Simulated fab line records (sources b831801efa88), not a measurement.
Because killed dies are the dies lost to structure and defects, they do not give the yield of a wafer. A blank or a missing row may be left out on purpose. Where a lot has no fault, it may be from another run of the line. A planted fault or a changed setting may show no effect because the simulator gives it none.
Split-lot study + flow sky130 + 5 lots, 23 wafers read, on a route of 708 steps

ON THE SPLIT
At SKY_RES_PROTECT_COAT_02 (resist thk 1140 nm), the setting resistThkNm was moved away from the recipe's 1140 nm on 12 of the 23 wafers read, by -3.3% to -1.8%. For the rest of the wafers, this setting stayed at what the recipe calls for.

The reading is taken at the split's own step.

THE READING
NOVOLAK_of_RES_PROTECT_COAT_02.thkNm (the simulator's own value, which no gauge read), in nm, at SKY_RES_PROTECT_COAT_02 (resist thk 1140 nm). The file does not state a usual value for it. Across the 11 wafers here that went through the recipe, the average is 1141 nm and the standard deviation 2.7 nm.

| wafer  | tool, chamber at the split | resistThkNm as run, nm | against the recipe | NOVOLAK_of_RES_PROTECT_COAT_02.thkNm, nm | against lot-mates on the recipe |
|--------|----------------------------|------------------------|--------------------|------------------------------------------|---------------------------------|
| L076.1 | lithoTrack-01, 0           | 1108                   | -2.8%              | 1107                                     | -32                             |
| L076.3 | lithoTrack-01, 0           | 1140                   | recipe             | 1140                                     | -                               |
| L076.4 | lithoTrack-01, 0           | 1108                   | -2.8%              | 1105                                     | -34                             |
| L076.5 | lithoTrack-01, 0           | 1108                   | -2.8%              | 1106                                     | -32                             |
| L076.6 | lithoTrack-01, 0           | 1140                   | recipe             | 1137                                     | -                               |
| L077.1 | lithoTrack-02, 0           | 1140                   | recipe             | 1141                                     | -                               |
| L077.2 | lithoTrack-02, 0           | 1140                   | recipe             | 1140                                     | -                               |
| L077.3 | lithoTrack-02, 0           | 1113                   | -2.4%              | 1114                                     | -26                             |
| L077.4 | lithoTrack-02, 0           | 1113                   | -2.4%              | 1114                                     | -26                             |
| L077.5 | lithoTrack-02, 0           | 1113                   | -2.4%              | 1112                                     | -28                             |
| L079.1 | lithoTrack-01, 0           | 1140                   | recipe             | 1144                                     | -                               |
| L079.2 | lithoTrack-01, 0           | 1102                   | -3.3%              | 1103                                     | -40                             |
| L079.3 | lithoTrack-01, 0           | 1102                   | -3.3%              | 1102                                     | -41                             |
| L079.5 | lithoTrack-01, 0           | 1102                   | -3.3%              | 1101                                     | -42                             |
| L079.6 | lithoTrack-01, 0           | 1140                   | recipe             | 1142                                     | -                               |
| L081.1 | lithoTrack-02, 0           | 1140                   | recipe             | 1144                                     | -                               |
| L081.2 | lithoTrack-02, 0           | 1140                   | recipe             | 1139                                     | -                               |
| L081.5 | lithoTrack-02, 0           | 1140                   | recipe             | 1145                                     | -                               |
| L084.2 | lithoTrack-03, 0           | 1140                   | recipe             | 1137                                     | -                               |
| L084.3 | lithoTrack-03, 0           | 1119                   | -1.8%              | 1118                                     | -20                             |
| L084.4 | lithoTrack-03, 0           | 1119                   | -1.8%              | 1117                                     | -20                             |
| L084.5 | lithoTrack-03, 0           | 1140                   | recipe             | 1138                                     | -                               |
| L084.6 | lithoTrack-03, 0           | 1119                   | -1.8%              | 1114                                     | -24                             |

FIT RESULTS
A straight line over all 23 wafers: NOVOLAK_of_RES_PROTECT_COAT_02.thkNm changes by +11.9 nm for each +1% of resistThkNm; r = +0.99; the points scatter about the line by 2.4 nm.
The same after taking each lot's own level away (the mean of its wafers on the recipe; 23 wafers): +11.9 nm for each +1%; r = +1.00; scatter 1.6 nm.
The reading moves by 40 nm for the largest change in resistThkNm, on that fit.
The span of the lots' own levels, 1137.5 to 1143.0 nm, comes to 2.0 times the standard deviation stated above.
Hence the lot-to-lot level has little effect on the slope; both slopes agree.
Check: for one of the wafers moved furthest among these (-3.3%), held out of the fit, the line's prediction against its lot-mates is -39.4 nm. Against them it came out at -40 nm.

THE WHOLE CHAIN: every reading that the file lists as answering this split, in the file's order
| step                     | what it does       | reading                                                                               | change (the file's fit)              | r (the file's) |
|--------------------------|--------------------|---------------------------------------------------------------------------------------|--------------------------------------|----------------|
| SKY_RES_PROTECT_COAT_02  | resist thk 1140 nm | NOVOLAK_of_RES_PROTECT_COAT_02.thkNm (the simulator's own value, which no gauge read) | +11.8 nm for each +1% of the setting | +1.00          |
| SKY_RES_PROTECT_STRIP_07 | strips in O2/N2    | stripTimeToEndpointS                                                                  | withheld for each +1% of the setting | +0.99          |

FILE'S OWN FIT
NOVOLAK_of_RES_PROTECT_COAT_02.thkNm changes by +11.8 nm for each +1% of resistThkNm, r = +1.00.
